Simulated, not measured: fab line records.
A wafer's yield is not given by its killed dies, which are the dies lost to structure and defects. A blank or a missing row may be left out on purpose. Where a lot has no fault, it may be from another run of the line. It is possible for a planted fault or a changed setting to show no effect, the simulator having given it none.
Comparing a struck lot with a sound one	flow sky130	15 steps out of a route of 708
Sound: the wafers L563.1, L563.2, L563.3. Wafers L574.2, L574.3, L574.6 were the ones struck. The cause is named last.
Per side, at each step with rows, come the tool, then ch with its chambers, and then its first start. Under that, the readings that differ: sound wafers	struck wafers	difference of the means	sigmas: that difference in standard deviations of wafers without a fault.
alike: readings whose means differ by less than 2 such deviations, and words and numbers that are the same on both sides. not compared: withheld readings, readings that some wafer has no value for, bounds like >300 that may hide the same value, and numbers for which the record gives no deviation and whose values overlap.
A row with sigmas, a row that says differs or no value, or rows on one side alone: a step with any of these is where the two part. When numbers do not overlap yet have no deviation, they are printed without sigmas and do not part them. A reading missing from all wafers of one side parts the sides only when that side holds two or more wafers.

SKY_VIA4_OVL_MEAS_11:
  sound on overlay-01 at day 45 17:54; struck on overlay-02 at day 48 04:39
  alike: VIA4_OVL
SKY_VIA4_ETCH_12: etches SiO2 in C4F8/O2/Ar, stops on TiN, target depth 580 nm.
  sound on rie_diel-03 ch 1,2,3, day 45 17:56; struck on rie_diel-04 ch 2,3, day 48 04:41
  alike: oes_product_au
then, 4 steps without rows for these wafers: SKY_VIA4_STRIP_13 (strips in O2/N2); SKY_VIA4_STRIP_14 (strips in post etch residue remover, time 1200 s); SKY_VIA4_CLEAN_15 (cleans in IPA, time 180 s); SKY_VIA4_CLEAN_16 (cleans in O3/DIW).
SKY_VIA4_SPUTTER_17: material TiN, target thk 20 nm, time 80 s.
  sound on pvd_sputter-01 at day 45 18:37; struck on pvd_sputter-01 at day 48 05:23
  alike: throttle_valve_pct
then, 1 step without rows for these wafers: SKY_VIA4_CVD_18 (deposits W, target thk 505 nm, time 152.14 s).
SKY_VIA4_RS_MEAS_19: uses a four-point probe to measure.
  sound on film_metro-01 at day 45 18:50; struck on film_metro-04 at day 48 05:37
  alike: VIA4_W_RS
SKY_VIA4_THK_MEAS_20: measures by xrf.
  sound on film_metro-01 at day 45 18:57; struck on film_metro-04 at day 48 05:44
  alike: VIA4_W_THK
SKY_VIA4_CMP_21: polishes, stops on SiO2, t overpolish 25 s, target thk 0 nm.
  sound on cmp-01 ch 0,1,3, day 45 19:01; struck on cmp-02 ch 2,3, day 48 05:48
reading	sound	struck	difference	sigmas
time_to_endpoint_s (s)	129 123 128	116 116 111	-12	-3
  alike: motor_current_A, overpolish_run_s, retaining_ring_pressure_frac
SKY_METAL5_SPUTTER_00: material Ti, target thk 15 nm, time 10 s.
  sound on pvd_sputter-01 at day 45 19:19; struck on pvd_sputter-04 at day 48 06:06
  alike: throttle_valve_pct
SKY_METAL5_SPUTTER_01: material TiN, target thk 20 nm, time 16.7 s.
  sound on pvd_sputter-01 at day 45 19:20; struck on pvd_sputter-04 at day 48 06:07
reading	sound	struck	difference	sigmas
model.TiN_of_METAL5_SPUTTER_01.thk_nm (nm)	20.1 20.25 19.95	18.68 18.65 18.57	-1.47	
  alike: throttle_valve_pct
SKY_METAL5_SPUTTER_02: material AlCu, target thk 1150 nm, time 61.2 s.
  sound on pvd_sputter-01 at day 45 19:22; struck on pvd_sputter-04 at day 48 06:09
  alike: throttle_valve_pct
SKY_PAD_OPEN_PROBE_99:
  sound wafers here have rows in the record (prober-01, day 48 11:32); struck ones have none

== WHERE THEY PART ==
At SKY_VIA4_CMP_21 first; at SKY_PAD_OPEN_PROBE_99 last (within this record only).

WHY: whatever the simulator had introduced
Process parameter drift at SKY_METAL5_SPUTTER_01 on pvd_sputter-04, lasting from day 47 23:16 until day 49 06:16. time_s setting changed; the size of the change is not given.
